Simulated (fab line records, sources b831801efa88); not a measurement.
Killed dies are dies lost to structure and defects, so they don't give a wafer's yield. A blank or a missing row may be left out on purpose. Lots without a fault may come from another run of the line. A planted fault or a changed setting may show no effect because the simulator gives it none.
fab line records | flow gf180mcu
record lots=9 wafers=27 last_day=34
route steps=602 shown M2@378 V3@434 MIM@511
lots that met no fault: from a run of the same line without faults
start_h: hours from the record's first day to the start of the lot's first wafer shown | wait_h: hours since the lot's step before | " the same as in the row above | L1.1+2: a row that stands for several wafers | - no value, or no start given | * or withheld: withheld | < > ~ a bound
route shown NAME@n: a module of which the file shows steps, and the number in the route of the first | usual: mean/standard deviation of fault-free wafers | same: alike in all rows | chamber/n: place in a boat | sites: the reading at each site | _std_site: their standard deviation | _edge_site: outer sites' mean less inner sites' | radius_mm: how far each site lies from the wafer's centre | mask NAME#n: copy n | behind: the tool/chamber that last shaped the wafer | hold: why the lot was held/for how many hours/how that ended | device: the transistor (n, p or np) that didn't switch | end of line: the same wafers' tests at the end of the route | a step without rows: its recipe alone | killed: dies lost to structure and defects at the first sort, not the wafer's yield | map: a wafer's dies, x killed, . not, _ none there
set.NAME: the setting as run; set.NAME@STEP: as run at that earlier step | model.NAME: the simulator's own value behind a step, which no gauge read
steps of the route over a sample of lots; a table a step, a row a wafer
services: from which hour (start_h, from the record's first day; less than 0 if before it) a tool's chamber was out of use, for how many hours, and why
## steps
# step GF_M2_METAL_ETCH_16
# recipe chemistry=Cl2/BCl3 mask_material=KrF target_depth_nm=750.8 stop_on=SiO2 pressure_mtorr=8 icp_w=800 bias_w=140 Cl2_flow_sccm=80 bcl3_flow_sccm=40 time_s=125.1
# usual drypump_motor_current_A=5.6/0.54 oes_product_au=0.990/0.0043 rf_fwd_power_W=795.4/2.6 throttle_valve_pct=28.229/0.0098
# columns lot.wafer tool chamber start_h wait_h drypump_motor_current_A oes_product_au rf_fwd_power_W rf_hours_counter_h throttle_valve_pct
L608.2 rie_metal-03 1 441.26 0.0 5.6 0.996 796.5 9 28.223
L608.4 " 0 " " 5.3 0.994 797.1 - 28.223
L608.6 " 1 " " 5.6 0.987 794.5 - 28.234
L609.4 rie_metal-02 1 442.32 0.1 4.8 0.992 797.0 - 28.239
L609.5 " 0 " " 6.2 0.997 792.7 - 28.235
L609.6 " 1 " " 4.8 0.996 798.8 - 28.202
L612.1 rie_metal-04 1 481.80 0.0 6.2 0.991 795.3 11 28.239
L612.4 " 1 " " 6.2 0.990 795.9 - 28.233
L612.5 " 0 " " 5.7 0.994 792.6 - 28.233
L613.1 rie_metal-04 0 484.17 0.0 5.7 0.985 798.7 9 28.231
L613.3 " 1 " " 6.2 0.988 794.0 - 28.227
L613.6 " 1 " " 6.2 0.991 793.2 - 28.224
L618.2 rie_metal-03 1 532.57 0.0 5.6 0.983 798.7 10 28.234
L618.3 " 0 " " 5.2 0.987 793.1 - 28.224
L618.4 " 1 " " 5.6 0.990 798.4 - 28.221
L621.1 rie_metal-04 1 557.62 0.0 6.2 0.992 793.5 0 28.214
L621.3 " 0 " " 5.7 0.984 794.3 - 28.222
L621.4 " 1 " " 6.2 0.993 791.0 - 28.233
L628.3 rie_metal-03 1 609.16 0.1 5.6 0.992 794.0 - 28.223
L628.4 " 0 " " 5.2 0.986 793.7 - 28.225
L628.5 " 1 " " 5.6 0.986 792.6 - 28.230
L630.1 rie_metal-02 1 619.12 0.0 4.8 0.988 799.5 6 28.222
L630.5 " 1 " " 4.8 0.986 797.3 - 28.238
L630.6 " 1 " " 4.8 0.988 797.2 - 28.222
L631.1 rie_metal-02 1 630.12 0.0 4.8 0.994 799.2 7 28.234
L631.3 " 1 " " 4.8 0.990 797.9 - 28.236
L631.4 " 0 " " 6.2 0.998 793.9 - 28.226
# step GF_M2_STRIP_17
# recipe chemistry=O2/N2 power_w=1400 pressure_mtorr=1500 platen_temp_c=250 o2_flow_sccm=3000 n2_flow_sccm=300 overash_fraction=0.5
# usual drypump_motor_current_A=5.64/0.13 heater_power_w=320/39 oes_product_au=0.536/0.0047 strip_time_to_endpoint_s=7.37/0.037
# columns lot.wafer tool chamber start_h wait_h drypump_motor_current_A heater_power_w oes_product_au rf_hours_counter_h strip_time_to_endpoint_s
L608.2 plasma_asher-01 1 441.38 0.1 5.57 385 0.536 35 7.39
L608.4 " 0 " " 5.75 296 0.533 - 7.33
L608.6 " 0 " " 5.70 287 0.538 - 7.40
L609.4 plasma_asher-03 0 442.44 0.1 5.74 286 0.530 - 7.30
L609.5 " 0 " " 5.74 285 0.537 - 7.28
L609.6 " 1 " " 5.40 360 0.528 - 7.30
L612.1 plasma_asher-03 0 481.93 0.1 5.76 291 0.540 83 7.36
L612.4 " 0 " " 5.76 293 0.535 - 7.35
L612.5 " 0 " " 5.75 295 0.537 - 7.34
L613.1 plasma_asher-01 1 484.30 0.1 5.56 383 0.531 39 7.34
L613.3 " 0 " " 5.70 293 0.540 - 7.40
L613.6 " 1 " " 5.56 395 0.543 - 7.37
L618.2 plasma_asher-02 0 532.70 0.1 5.65 318 0.540 75 7.38
L618.3 " 0 " " 5.65 323 0.540 - 7.38
L618.4 " 1 " " 5.77 276 0.538 - 7.41
L621.1 plasma_asher-03 0 557.75 0.1 5.74 290 0.537 91 7.46
L621.3 " 1 " " 5.39 348 0.535 - 7.42
L621.4 " 0 " " 5.75 283 0.549 - 7.42
L628.3 plasma_asher-02 0 609.28 0.1 5.64 316 0.548 - 7.44
L628.4 " 1 " " 5.77 284 0.538 - 7.39
L628.5 " 1 " " 5.77 271 0.537 - 7.42
L630.1 plasma_asher-01 0 619.38 0.2 5.73 295 0.534 55 7.38
L630.5 " 0 " " 5.70 289 0.541 - 7.42
L630.6 " 1 " " 5.60 388 0.542 - 7.40
L631.1 plasma_asher-03 0 630.25 0.1 5.75 289 0.533 98 7.36
L631.3 " 0 " " 5.75 293 0.535 - 7.39
L631.4 " 1 " " 5.43 347 0.525 - 7.35
# step GF_V3_BOW_MEAS_05
# recipe mode=bow
# usual V3_BOW=115/8.6
# columns lot.wafer tool chamber start_h wait_h V3_BOW[um]
L608.2 film_metro-02 - 493.83 0.1 119
L608.4 " - " " 112
L608.6 " - " " 117
L609.4 film_metro-03 - 494.95 0.3 128
L609.5 " - " " 119
L609.6 " - " " 119
L612.1 film_metro-03 - 532.18 0.1 120
L612.4 " - " " 128
L612.5 " - " " 116
L613.1 film_metro-03 - 534.45 0.2 109
L613.3 " - " " 122
L613.6 " - " " 113
L618.2 film_metro-03 - 581.12 0.2 129
L618.3 " - " " 109
L618.4 " - " " 111
L621.1 film_metro-02 - 604.58 0.2 112
L621.3 " - " " 111
L621.4 " - " " 110
L628.3 film_metro-03 - 655.05 0.2 113
L628.4 " - " " 117
L628.5 " - " " 107
L630.1 film_metro-03 - 663.61 0.2 133
L630.5 " - " " 115
L630.6 " - " " 131
L631.1 film_metro-03 - 673.99 0.2 133
L631.3 " - " " 123
L631.4 " - " " 124
# step GF_MIM_SPUTTER_08
# recipe material=AlCu target_thk_nm=200 power_w=10290 time_s=10.6 chamber_pressure_pa=0.4
# usual chamber_pressure_pa=0.4001/0.00095 throttle_valve_pct=29.8/0.71
# columns lot.wafer tool chamber start_h wait_h chamber_pressure_pa throttle_valve_pct
L608.2 pvd_sputter-03 - 566.78 0.0 0.4007 29.9
L608.4 " - " " 0.3975 30.4
L608.6 " - " " 0.3983 30.2
L609.4 pvd_sputter-03 - 568.25 0.0 0.4005 29.9
L609.5 " - " " 0.3985 28.9
L609.6 " - " " 0.4000 30.5
L612.1 pvd_sputter-01 - 602.72 0.0 0.3979 28.9
L612.4 " - " " 0.3991 30.3
L612.5 " - " " 0.4004 29.6
L613.1 pvd_sputter-03 - 604.42 0.0 0.4012 30.3
L613.3 " - " " 0.3999 29.9
L613.6 " - " " 0.3995 28.9
L618.2 pvd_sputter-01 - 648.16 0.0 0.4006 31.2
L618.3 " - " " 0.3988 29.6
L618.4 " - " " 0.3998 29.6
L621.1 pvd_sputter-01 - 671.09 0.0 0.4005 29.7
L621.3 " - " " 0.4003 30.3
L621.4 " - " " 0.4004 28.7
L628.3 pvd_sputter-04 - 717.13 0.0 0.3994 28.9
L628.4 " - " " 0.3993 30.1
L628.5 " - " " 0.4002 29.7
L630.1 pvd_sputter-03 - 724.20 0.0 0.4003 30.7
L630.5 " - " " 0.4013 29.8
L630.6 " - " " 0.4006 30.7
L631.1 pvd_sputter-04 - 733.56 0.0 0.4002 29.2
L631.3 " - " " 0.4003 30.0
L631.4 " - " " 0.3988 28.9
# step GF_MIM_RS_MEAS_10
# recipe thk_meas_gauge=four-point-probe reads=TiN_of_MIM_SPUTTER_09+AlCu_of_MIM_SPUTTER_08+TiN_of_MIM_SPUTTER_07
# usual MIM_ALCU_RS=0.1661/0.0014
# columns lot.wafer tool chamber start_h wait_h hold MIM_ALCU_RS[ohm/sq]
L608.2 film_metro-03 - 566.85 0.0 - 0.1652
L608.4 " - " " - 0.1672
L608.6 " - " " - 0.1666
L609.4 film_metro-04 - 568.36 0.1 - 0.1676
L609.5 " - " " - 0.1686
L609.6 " - " " - 0.1700
L612.1 film_metro-03 - 602.78 0.0 - 0.1660
L612.4 " - " " - 0.1660
L612.5 " - " " - 0.1650
L613.1 film_metro-03 - 604.48 0.0 - 0.1648
L613.3 " - " " - 0.1637
L613.6 " - " " - 0.1668
L618.2 film_metro-01 - 648.23 0.0 - 0.1700
L618.3 " - " " - 0.1674
L618.4 " - " " - 0.1669
L621.1 film_metro-03 - 671.15 0.0 await_dispo/0.2h/release 0.1659
L621.3 " - " " await_dispo/0.2h/release 0.1874
L621.4 " - " " await_dispo/0.2h/release 0.1642
L621.1 film_metro-03 - 671.44 0.3 - 0.1660
L621.3 " - " " - 0.1872
L621.4 " - " " - 0.1643
L628.3 film_metro-01 - 717.22 0.1 - 0.1645
L628.4 " - " " - 0.1645
L628.5 " - " " - 0.1663
L630.1 film_metro-04 - 724.25 0.0 - 0.1688
L630.5 " - " " - 0.1679
L630.6 " - " " - 0.1686
L631.1 film_metro-01 - 733.62 0.0 - 0.1654
L631.3 " - " " - 0.1656
L631.4 " - " " - 0.1654
# step GF_MIM_THK_MEAS_11
# recipe thk_meas_gauge=xrf reads=AlCu_of_MIM_SPUTTER_08
# usual MIM_ALCU_THK=193.6/1.8
# columns lot.wafer tool chamber start_h wait_h hold MIM_ALCU_THK[nm]
L608.2 film_metro-03 - 566.96 0.1 - 194.4
L608.4 " - " " - 192.4
L608.6 " - " " - 192.0
L609.4 film_metro-04 - 568.45 0.1 - 192.3
L609.5 " - " " - 191.8
L609.6 " - " " - 190.2
L612.1 film_metro-03 - 602.90 0.1 - 193.9
L612.4 " - " " - 192.7
L612.5 " - " " - 193.9
L613.1 film_metro-03 - 604.60 0.1 - 194.9
L613.3 " - " " - 197.1
L613.6 " - " " - 192.6
L618.2 film_metro-01 - 648.34 0.1 - 188.3
L618.3 " - " " - 191.0
L618.4 " - " " - 191.2
L621.1 film_metro-03 - 673.90 2.4 await_dispo/0.2h/release 196.2
L621.3 " - " " await_dispo/0.2h/release 173.2
L621.4 " - " " await_dispo/0.2h/release 197.0
L621.1 film_metro-03 - 674.13 0.2 - 195.0
L621.3 " - " " - 173.3
L621.4 " - " " - 195.9
L628.3 film_metro-01 - 717.32 0.1 - 194.5
L628.4 " - " " - 195.1
L628.5 " - " " - 194.0
L630.1 film_metro-04 - 724.37 0.1 - 190.9
L630.5 " - " " - 192.4
L630.6 " - " " - 190.0
L631.1 film_metro-01 - 733.74 0.1 - 193.3
L631.3 " - " " - 192.8
L631.4 " - " " - 193.5
# step GF_MIM_METAL_ETCH_19
# recipe chemistry=Cl2/BCl3 mask_material=NOVOLAK stop_on=Si3N4 target_depth_nm=324.5 pressure_mtorr=8 icp_w=800 bias_w=140 Cl2_flow_sccm=80 bcl3_flow_sccm=40 time_s=54.1
# usual drypump_motor_current_A=5.8/0.3 oes_product_au=0.929/0.0056 rf_fwd_power_W=790.9/2.7 throttle_valve_pct=28.298/0.0098
# columns lot.wafer tool chamber start_h wait_h drypump_motor_current_A oes_product_au rf_fwd_power_W rf_hours_counter_h throttle_valve_pct
L608.2 rie_metal-01 0 587.47 0.1 5.8 0.929 789.8 4 28.291
L608.4 " 1 " " 6.0 0.928 787.2 - 28.290
L608.6 " 0 " " 5.8 0.924 790.5 - 28.314
L609.4 rie_metal-03 1 589.16 0.1 5.6 0.924 788.1 - 28.299
L609.5 " 1 " " 5.6 0.921 788.2 - 28.310
L609.6 " 0 " " 5.2 0.915 790.7 - 28.307
L612.1 rie_metal-04 0 622.97 0.1 5.7 0.931 791.7 13 28.292
L612.4 " 1 " " 6.2 0.931 788.4 - 28.289
L612.5 " 1 " " 6.2 0.931 789.4 - 28.294
L613.1 rie_metal-03 1 625.39 0.1 5.6 0.929 795.9 13 28.296
L613.3 " 0 " " 5.2 0.939 787.1 - 28.279
L613.6 " 0 " " 5.2 0.933 788.5 - 28.312
L618.2 rie_metal-04 1 667.75 0.1 6.2 0.922 791.2 4 28.280
L618.3 " 1 " " 6.2 0.930 788.6 - 28.295
L618.4 " 0 " " 5.7 0.939 796.2 - 28.302
L621.1 rie_metal-01 1 690.00 0.1 6.0 0.935 792.2 1 28.296
L621.3 " 1 " " 6.0 0.890 788.5 - 28.349
L621.4 " 0 " " 5.8 0.935 792.8 - 28.284
L628.3 rie_metal-03 1 734.79 0.1 5.6 0.934 790.0 - 28.302
L628.4 " 0 " " 5.2 0.927 783.9 - 28.308
L628.5 " 0 " " 5.3 0.925 787.9 - 28.294
L630.1 rie_metal-04 1 741.45 0.1 6.2 0.918 789.2 7 28.293
L630.5 " 1 " " 6.2 0.930 787.2 - 28.310
L630.6 " 0 " " 5.7 0.930 795.8 - 28.301
L631.1 rie_metal-03 0 749.84 0.1 5.2 0.930 791.5 15 28.296
L631.3 " 1 " " 5.6 0.924 793.7 - 28.297
L631.4 " 0 " " 5.3 0.939 787.0 - 28.292
## services
# columns tool chamber start_h hours kind
plasma_asher-01 - 458.81 1.1 repair
pvd_sputter-03 - 462.89 0.8 repair
rie_metal-04 - 469.88 2.8 pm
rie_metal-02 0 474.74 10.8 repair
rie_metal-03 1 479.54 28.0 repair
rie_metal-04 - 485.05 28.1 pm
pvd_sputter-01 - 497.26 0.6 repair
rie_metal-02 - 514.36 14.6 pm
rie_metal-04 - 527.56 0.2 repair
rie_metal-03 - 549.36 2.8 pm
rie_metal-02 - 550.23 2.8 pm
rie_metal-02 - 592.55 0.4 repair
pvd_sputter-03 - 599.51 2.1 repair
pvd_sputter-03 - 632.24 1.2 repair
plasma_asher-01 - 640.03 61.8 pm
pvd_sputter-03 - 673.41 5.4 repair
pvd_sputter-01 - 677.71 1.0 repair
plasma_asher-01 - 701.82 2.8 pm
plasma_asher-01 - 724.21 0.6 repair
rie_metal-03 - 729.38 0.8 repair
rie_metal-04 1 730.94 4.0 repair
plasma_asher-03 - 733.75 9.0 pm
rie_metal-02 1 734.72 3.2 repair
plasma_asher-01 - 737.63 5.1 repair
## key
first_sign step=GF_MIM_RS_MEAS_10 reading=visit direction=added
effect step=GF_MIM_RS_MEAS_10 reading=MIM_ALCU_RS direction=up sigmas=15 usual=0.1661 struck=0.1874
effect step=GF_MIM_THK_MEAS_11 reading=visit direction=added
effect step=GF_MIM_THK_MEAS_11 reading=MIM_ALCU_THK direction=down sigmas=11 usual=193.6 struck=173.2
effect step=GF_MIM_METAL_ETCH_19 reading=oes_product_au direction=down sigmas=6.9 usual=0.929 struck=0.890
met_at GF_MIM_SPUTTER_08
struck_lots L621
struck_wafers L621.3
not_acting_at GF_M2_METAL_ETCH_16,GF_M2_STRIP_17,GF_V3_BOW_MEAS_05
onset_between 602.72 671.09
fault kind=process_parameter_drift tool=pvd_sputter-01 chamber=- onset_h=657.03 steps=GF_MIM_SPUTTER_08 channel=time_s offset=* shape=step end_h=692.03 acts_in=* stated=* scope=struck_wafers_only
